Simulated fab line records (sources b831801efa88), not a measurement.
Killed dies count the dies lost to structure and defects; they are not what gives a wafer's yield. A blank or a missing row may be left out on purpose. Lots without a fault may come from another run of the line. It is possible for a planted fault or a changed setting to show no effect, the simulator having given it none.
One fault seen from 2 desks | flow gf180mcu | every desk sees just its own numbers, and what lay behind them comes last

DESK OF THE TOOL OWNER: implanter-03
For each lot that ran on this tool, the mean over its sampled wafers that have a number, from the tool's own readings at GF_MVPSD_IMPLANT_08. If a lot's mean is further than 4 standard deviations from the usual mean, the lot is out of limits and carries the mark OUT (the distance appears in the brackets).
Columns: A = faraday-current-uA at GF_MVPSD_IMPLANT_08, usual 84.7
lot  | first seen here | A
L638 | day 5 05:59     | 85.6
L639 | day 5 11:36     | 85.1
L643 | day 6 11:41     | 82.6
L645 | day 7 01:18     | 84.8
L646 | day 7 05:43     | 84.7
L648 | day 7 18:26     | 83.8
L650 | day 8 05:00     | 83.8
L653 | day 9 00:21     | 84.4
L659 | day 10 14:27    | 83.3
This desk's verdict: no lot among the 9 shows anything out of limits.

METROLOGY DESK
What the gauges read for every lot (on any tool): the sampled wafers with a number, averaged. If a lot's mean is further than 4 standard deviations from the usual mean, the lot is out of limits and carries the mark OUT (the distance appears in the brackets).
Columns: A = STI_OXIDATION_THK at GF_STI_THK_MEAS_02, usual 10.18 nm; B = MVPSD_RS at GF_VT_IMPLANT_RS_MEAS_49, usual 1169 ohm/sq; C = cd-nm at GF_HV_LDD_CD_MEAS_07, usual 399.9 nm; D = cd-nm at GF_CONTACT_CD_MEAS_14, usual 220.0 nm
lot  | first seen here | A     | B    | C     | D
L638 | day 1 16:31     | 9.86  | 1168 | 404.8 | 220.3
L639 | day 1 21:31     | 10.49 | 1170 | 401.6 | 221.5
L641 | day 2 07:31     | 9.88  | 1167 | 402.2 | 220.9
L642 | day 2 12:31     | 10.22 | 1174 | 396.9 | 222.8
L643 | day 2 17:31     | 10.30 | 1166 | 395.6 | 221.7
L644 | day 2 23:01     | 10.04 | 1163 | 401.6 | 218.3
L645 | day 3 03:31     | 10.28 | 1170 | 404.5 | 222.4
L646 | day 3 08:31     | 10.10 | 1169 | 400.0 | 219.9
L648 | day 3 18:32     | 10.04 | 1169 | 398.8 | 218.9
L649 | day 3 23:31     | 10.25 | 1173 | 396.8 | 220.4
L650 | day 4 04:31     | 10.46 | 1172 | 402.0 | 218.0
L653 | day 4 19:31     | 10.06 | 1169 | 400.4 | 219.4
L659 | day 6 01:31     | 10.18 | 1176 | 399.3 | 220.9
This desk's verdict: no lot among the 13 shows anything out of limits.

PUT TOGETHER
Nothing out of limits was seen by the tool owner's desk.
The metrology desk saw nothing out of limits.

WHAT THE SIMULATOR HAD INSERTED
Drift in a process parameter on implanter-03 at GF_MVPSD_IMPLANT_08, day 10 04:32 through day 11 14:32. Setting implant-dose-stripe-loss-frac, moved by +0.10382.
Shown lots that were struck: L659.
